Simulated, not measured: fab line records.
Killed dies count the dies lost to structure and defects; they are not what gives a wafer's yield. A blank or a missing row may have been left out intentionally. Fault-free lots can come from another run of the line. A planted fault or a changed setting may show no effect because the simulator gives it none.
A single fault, viewed from 2 desks || flow sfqLine || every desk sees just its own numbers, and what lay behind them comes last

FOR THE TOOL OWNER'S DESK: rieDiel-04
The tool's own readings at SFQ_TRILAYER_I4_VIA_BARC_OPEN_VIA_ETCH_146 (etches BARC in O2, target depth 125 nm, time 41.7 s): means of the sampled wafers that have a number, for each lot that ran on this tool. Marked OUT: a lot whose mean sits more than 4 standard deviations from the usual mean, which makes it out of limits; the brackets give that distance.
Columns: A = drypumpMotorCurrentA at SFQ_TRILAYER_I4_VIA_BARC_OPEN_VIA_ETCH_146, usual 5.6 A; B = oesProductAu at SFQ_TRILAYER_I4_VIA_BARC_OPEN_VIA_ETCH_146, usual 0.686 a.u.; C = runLengthS at SFQ_TRILAYER_I4_VIA_BARC_OPEN_VIA_ETCH_146, usual 70.0 s
{"lot": "L879", "first seen here": "day 59 06:40", "A": 5.5, "B": 0.671, "C": "72.6 (+5.8) OUT"}
{"lot": "L891", "first seen here": "day 67 10:29", "A": 5.7, "B": 0.682, "C": 69.5}
This desk finds L879 out of limits, L879 being first, at day 59 06:40 (runLengthS at SFQ_TRILAYER_I4_VIA_BARC_OPEN_VIA_ETCH_146). L891 stayed within limits.

THE METROLOGY DESK
What the gauges read for every lot (on any tool): the sampled wafers with a number, averaged. Marked OUT: a lot whose mean sits more than 4 standard deviations from the usual mean, which makes it out of limits; the brackets give that distance.
Columns: A = I4_BOW at SFQ_I4_BOW_MEAS_927, usual 5 um; B = I4_OVL at SFQ_I4_OVL_MEAS_928, usual -3 nm
{"lot": "L873", "first seen here": "day 57 05:19", "A": -2, "B": 1}
{"lot": "L879", "first seen here": "day 59 02:53", "A": 5, "B": 4}
{"lot": "L891", "first seen here": "day 62 20:40", "A": 5, "B": -6}
{"lot": "L892", "first seen here": "day 63 01:44", "A": -6, "B": -0}
{"lot": "L893", "first seen here": "day 63 08:43", "A": -6, "B": 0}
This desk's finding: nothing out of limits on any of the 5 lots.

TAKEN TOGETHER
The tool owner's desk had the chance to raise an alarm at day 59 06:40 on L879.
At the metrology desk, nothing out of limits was observed.
The metrology desk has L879 on record, within its limits.
Every lot named ran SFQ_TRILAYER_I4_VIA_BARC_OPEN_VIA_ETCH_146 on rieDiel-04.

WHAT THE SIMULATOR HAD PUT IN
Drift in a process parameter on rieDiel-04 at SFQ_TRILAYER_I4_VIA_BARC_OPEN_VIA_ETCH_146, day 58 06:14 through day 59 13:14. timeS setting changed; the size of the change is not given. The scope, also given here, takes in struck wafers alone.
Shown lots that were struck: L879.
Each desk's first reading out of limits, in hours after the fault started: the tool owner's desk, 24.
